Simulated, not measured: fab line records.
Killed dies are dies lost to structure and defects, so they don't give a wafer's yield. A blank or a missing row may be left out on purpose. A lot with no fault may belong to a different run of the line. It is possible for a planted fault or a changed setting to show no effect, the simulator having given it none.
A struck lot beside a sound one    flow sky130    43 out of 708 route steps
Sound: wafers L434.3, L434.4, L434.6. Wafers struck: L444.1, L444.3, L444.5. The cause is given at the end.
Each step with rows lists, per side, the tool, then ch with its chambers, then its first start. Under that, the readings that differ: sound wafers    struck wafers    difference of the means    sigmas: that difference in standard deviations of wafers without a fault.
alike: readings whose means differ by less than 2 such deviations, and words and numbers that are the same on both sides. not compared: withheld readings, readings that some wafer has no value for, bounds like >300 that may hide the same value, and numbers for which the record gives no deviation and whose values overlap.
A row with sigmas, a row that says differs or no value, or rows on one side alone: a step with any of these is where the two part. When numbers do not overlap yet have no deviation, they are printed without sigmas and do not part them. Lack of a reading on every wafer of one side parts them only where that side has two or more wafers.

first, 1 step without rows for these wafers: SKY_SONOS_TUNNEL_DEVELOP_06 (develop time 60 s).
SKY_SONOS_TUNNEL_CD_MEAS_07 targets a cd of 410 nm.
  struck on cdSem-02, day 15 18:08; sound on cdSem-01, day 11 19:43
reading    sound              struck             difference  sigmas
cdNm (nm)  400.7 404.8 403.9  408.9 411.7 408.8  +6.7        +3
SKY_SONOS_TUNNEL_OVL_MEAS_08:
  struck on overlay-02, day 15 18:15; sound on overlay-01, day 11 19:49
  alike: SONOS_TUNNEL_OVL
then, 3 steps without rows for these wafers: SKY_SONOS_TUNNEL_IMPLANT_09; SKY_SONOS_TUNNEL_WET_ETCH_10 (etches SiO2 in dHF, target depth 14 nm, time 280 s); SKY_SONOS_TUNNEL_STRIP_11 (strips in SPM, time 600 s).
SKY_SONOS_TUNNEL_TW_MEAS_12:
  struck on filmMetro-03, day 15 18:42; sound on filmMetro-04, day 11 20:16
  alike: SONOS_TUNNEL_TW
then, 2 steps without rows for these wafers: SKY_SONOS_TUNNEL_CLEAN_13 (cleans in dHF, time 20 s); SKY_SONOS_ONO_OXIDATION_00 (stabilise 600 s, purge 300 s, target thk 2.6 nm).
SKY_SONOS_ONO_THK_MEAS_01:
  struck on filmMetro-03, day 15 20:07; sound on filmMetro-01, day 11 23:40
  alike: SONOS_ONO_OXIDATION_THK
then, 1 step without rows for these wafers: SKY_SONOS_ONO_CVD_02 (deposits Si3N4 from DCS/NH3, target thk 10.5 nm, time 180 s).
SKY_SONOS_ONO_THK_MEAS_03:
  struck on filmMetro-01, day 16 01:11; sound on filmMetro-02, day 12 01:43
  alike: SONOS_ONO_CVD_02_THK
SKY_SONOS_ONO_CVD_04: deposits SiO2 from SiH4/N2O, target thk 5.7199 nm.
  sound on lpcvd-03 ch 1, day 12 01:46; struck on lpcvd-03 ch 0, day 16 01:15
SKY_SONOS_ONO_THK_MEAS_05:
  struck on filmMetro-02, day 16 02:30; sound on filmMetro-03, day 12 03:02
  alike: SONOS_ONO_CVD_04_THK
then, 7 steps without rows for these wafers: SKY_SONOS_ONO_DEHYDRATE_06 (time 60 s); SKY_SONOS_ONO_HMDS_07 (prime time 60 s); SKY_SONOS_ONO_COAT_08 (resist thk 1140 nm); SKY_SONOS_ONO_SOFTBAKE_09 (time 60 s); SKY_SONOS_ONO_EXPOSE_10 (exposes mask ONOM, target cd 410 nm); SKY_SONOS_ONO_PEB_11; SKY_SONOS_ONO_DEVELOP_12 (develop time 60 s).
SKY_SONOS_ONO_CD_MEAS_13 targets a cd of 410 nm.
  struck on cdSem-01, day 17 05:49; sound on cdSem-01, day 13 03:35
  alike: cdNm
SKY_SONOS_ONO_OVL_MEAS_14:
  struck on overlay-02, day 17 05:56; sound on overlay-01, day 13 03:40
  alike: SONOS_ONO_OVL
SKY_SONOS_ONO_ETCH_15: etches the open film in CHF3/O2, target depth 19.52 nm, time 7.8 s.
  sound on rieDiel-04 ch 0,1,2, day 13 03:42; struck on rieDiel-02 ch 0,1,3, day 17 05:59
reading                   sound        struck       difference  sigmas
drypumpMotorCurrentA (A)  5.5 5.4 5.4  6.3 6.3 6.2  +0.8        +2
  alike: oesProductAu, throttleValvePct
  not compared: rfHoursCounterH
then, 1 step without rows for these wafers: SKY_SONOS_ONO_WET_ETCH_16 (etches SiO2 in dHF, target depth 14 nm, time 280 s).
SKY_SONOS_ONO_STRIP_17: strips in O2/N2.
  sound on plasmaAsher-01 ch 0,1, day 13 03:50; struck on plasmaAsher-01 ch 0,1, day 17 06:06
reading            sound           struck          difference  sigmas
o2FlowSccm (sccm)  2982 3001 2981  3003 3007 3026  +24         +2
  alike: drypumpMotorCurrentA, oesProductAu, stripTimeToEndpointS
  not compared: rfHoursCounterH
then, 3 steps without rows for these wafers: SKY_SONOS_ONO_WET_ETCH_18 (etches Si3N4 in H3PO4, target depth 15 nm, time 172 s); SKY_GATE_OXIDE_CLEAN_00 (cleans in SC1/SC2, time 150 s); SKY_GATE_OXIDE_OXIDATION_01 (stabilise 600 s, purge 300 s, target thk 10.268 nm).
SKY_GATE_OXIDE_THK_MEAS_02:
  struck on filmMetro-03, day 17 09:19; sound on filmMetro-02, day 13 06:59
  alike: GATE_OXIDE_OXIDATION_00_THK
then, 7 steps without rows for these wafers: SKY_GATE_OXIDE_DEHYDRATE_03 (time 60 s); SKY_GATE_OXIDE_HMDS_04 (prime time 60 s); SKY_GATE_OXIDE_COAT_05 (resist thk 1140 nm); SKY_GATE_OXIDE_SOFTBAKE_06 (time 60 s); SKY_GATE_OXIDE_EXPOSE_07 (exposes mask LVOM, target cd 600 nm); SKY_GATE_OXIDE_PEB_08; SKY_GATE_OXIDE_DEVELOP_09 (develop time 60 s).
SKY_GATE_OXIDE_OVL_MEAS_10:
  struck on overlay-02, day 18 14:37; sound on overlay-01, day 14 08:53
  alike: GATE_OXIDE_OVL
then, 2 steps without rows for these wafers: SKY_GATE_OXIDE_IMPLANT_11; SKY_GATE_OXIDE_WET_ETCH_12 (etches SiO2 in dHF, target depth 16.8 nm, time 336 s).
SKY_GATE_OXIDE_STRIP_13: strips in O2/N2.
  sound on plasmaAsher-01 ch 0,1, day 14 09:19; struck on plasmaAsher-02 ch 1, day 18 14:59
  alike: drypumpMotorCurrentA, o2FlowSccm, oesProductAu, stripTimeToEndpointS
  not compared: rfHoursCounterH
SKY_GATE_OXIDE_TW_MEAS_14:
  struck on filmMetro-03, day 18 15:05; sound on filmMetro-04, day 14 09:25
reading        sound              struck             difference  sigmas
GATE_OXIDE_TW  218.3 217.8 219.6  225.1 224.6 226.2  +6.7        +2
-- a jump in the record: the struck wafers' starts before and after are 30 days apart (it breaks off in module GATE_OXIDE and resumes in module PAD_OPEN, where the first step shown is number 708 of the route) --
SKY_PAD_OPEN_PROBE_99:
  struck on prober-01, day 48 18:11; sound on prober-01, day 46 02:16
reading           sound     struck                                                                   difference                    sigmas
hold              - - -     awaitDispo/2.6h/release awaitDispo/2.6h/release awaitDispo/2.6h/release  no value on the sound wafers  
killedAtFrontEnd  16 15 14  42 39 50                                                                 +29                           +7
killedDies        88 86 85  109 108 109                                                              +22                           +2
killedOnRim       20 16 10  26 27 25                                                                 +11                           +3
  alike: killed_at_M0_to_M3, killed_at_M4_up, killedAtContacts, killedAtOther, killedOpen, killedShort

## WHERE THEY PART
At SKY_SONOS_TUNNEL_CD_MEAS_07 first; at SKY_PAD_OPEN_PROBE_99 last (within this record only).

WHY: what the simulator had put in
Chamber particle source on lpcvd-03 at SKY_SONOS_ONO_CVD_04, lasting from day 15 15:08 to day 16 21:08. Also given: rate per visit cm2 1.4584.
